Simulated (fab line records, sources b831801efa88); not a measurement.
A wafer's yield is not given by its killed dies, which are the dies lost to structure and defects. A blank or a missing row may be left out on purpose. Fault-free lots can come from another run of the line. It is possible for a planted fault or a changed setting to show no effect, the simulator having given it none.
Problem report in the 8D (eight disciplines) form, filled by code    flow sky130    the parts of the form that need people (team, actions taken, sign-off) are left out

## 1. WHAT IS WRONG
Mean of sort_bin_3_pad_short at SKY_PAD_OPEN_PROBE_99: 3.9 % across 9 wafers in 3 lots; on wafers with no fault it is 0.8 % (standard deviation 0.41). Relative to the usual mean, that is a shift of +7.5 standard deviations.
Seen first at day 48 12:45 on prober-01, wafer L696.2. Wafers with a number at this step in the record: 39, from 13 lots. Rule for "out" (also "out of limits"): further than 4 standard deviations from the usual mean. The other wafers with a number count as sound.

## 2. WHAT THIS IS AND IS NOT
question                     is                                        is not
which readings at this step  sort_bin_3_pad_short, killed_at_M0_to_M3  killed_at_M4_up, killed at contacts, killed at other, killed open, killed short, sort_bin_6_memory, sort_bin_8_speed
which lots                   L696, L698, L700                          L687, L689, L690, L692, L693, L694, L695, L699, L702, L709
which wafers of those lots   all that have a number                    -
read on which tools          prober-01, prober-02                      -
when                         from day 48 12:45                         up to then (21 sound wafers); but 9 sound wafers of L699, L702, L709 came after

## 3. SUSPECTS, AND WHAT RULES EACH OUT
Counting: any tool at a process step up to the reading is kept as a suspect provided that every lot that is out went through it and no sound lot did after the first of them.
- cvd w-01 at SKY_VIA2_CVD_21 (deposits W, target thk 420 nm, time 126.4 s): ruled out as a lasting fault. The sound lots L709 went through it after L696, its earliest lot that is out (day 39 16:35).
- pecvd-04 at SKY_PASSIVATION_CVD_00 (deposits SiO2, target thk 90 nm): kept. It ran every lot that is out, first L696 (day 46 18:21), and no sound lot after that; its last sound lot up to then is L689 (day 44 16:02).
After counting, what remains is pecvd-04 at SKY_PASSIVATION_CVD_00.

## 4. THE CAUSE (what the simulator had put in)
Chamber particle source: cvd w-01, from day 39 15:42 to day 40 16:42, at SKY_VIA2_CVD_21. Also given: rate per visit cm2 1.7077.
Counting ruled it out, wrongly: the rule takes a fault to strike every lot that its tool runs from its start on, and this one did not.

## 5. THE CHAIN OF EFFECTS, in route order
One row per reading whose mean, taken over the struck wafers that have a number, lies over 3 standard deviations from the usual. Readings are gone through only where the record gives a usual standard deviation; hours: the median, over the lots, of the time from a lot's start at the first step in this table giving one to that lot's start at this step; sigmas: the change measured in usual standard deviations.
hours  step                   reading               usual   on struck wafers  change  sigmas
0      SKY_PAD_OPEN_PROBE_99  defect limited yield  82.9 %  73.5              -9.4    -5.0
0      SKY_PAD_OPEN_PROBE_99  killed_at_M0_to_M3    42      92                +50     +7.9
0      SKY_PAD_OPEN_PROBE_99  killed dies           84      130               +46     +5.0
0      SKY_PAD_OPEN_PROBE_99  sort_bin_3_pad_short  0.8 %   3.9               +3.1    +7.5
0      SKY_PAD_OPEN_PROBE_99  sort_bin_5_function   10.0 %  15.6              +5.6    +4.0
0      SKY_PAD_OPEN_PROBE_99  sort n pass           408     362               -46     -5.0
0      SKY_PAD_OPEN_PROBE_99  sort yield pct        82.9 %  73.5              -9.4    -5.0
Process steps it contains:
- SKY_PAD_OPEN_PROBE_99

## 6. WHAT WOULD HAVE CAUGHT IT SOONER
First out-of-limits reading in this record: day 48 12:45, which is 213 hours after fault onset at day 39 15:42.
Of the tool readings at SKY_VIA2_CVD_21 for which the record gives a usual standard deviation, none was out on any struck wafer, so an alarm limit of 4 standard deviations on them would not have fired.
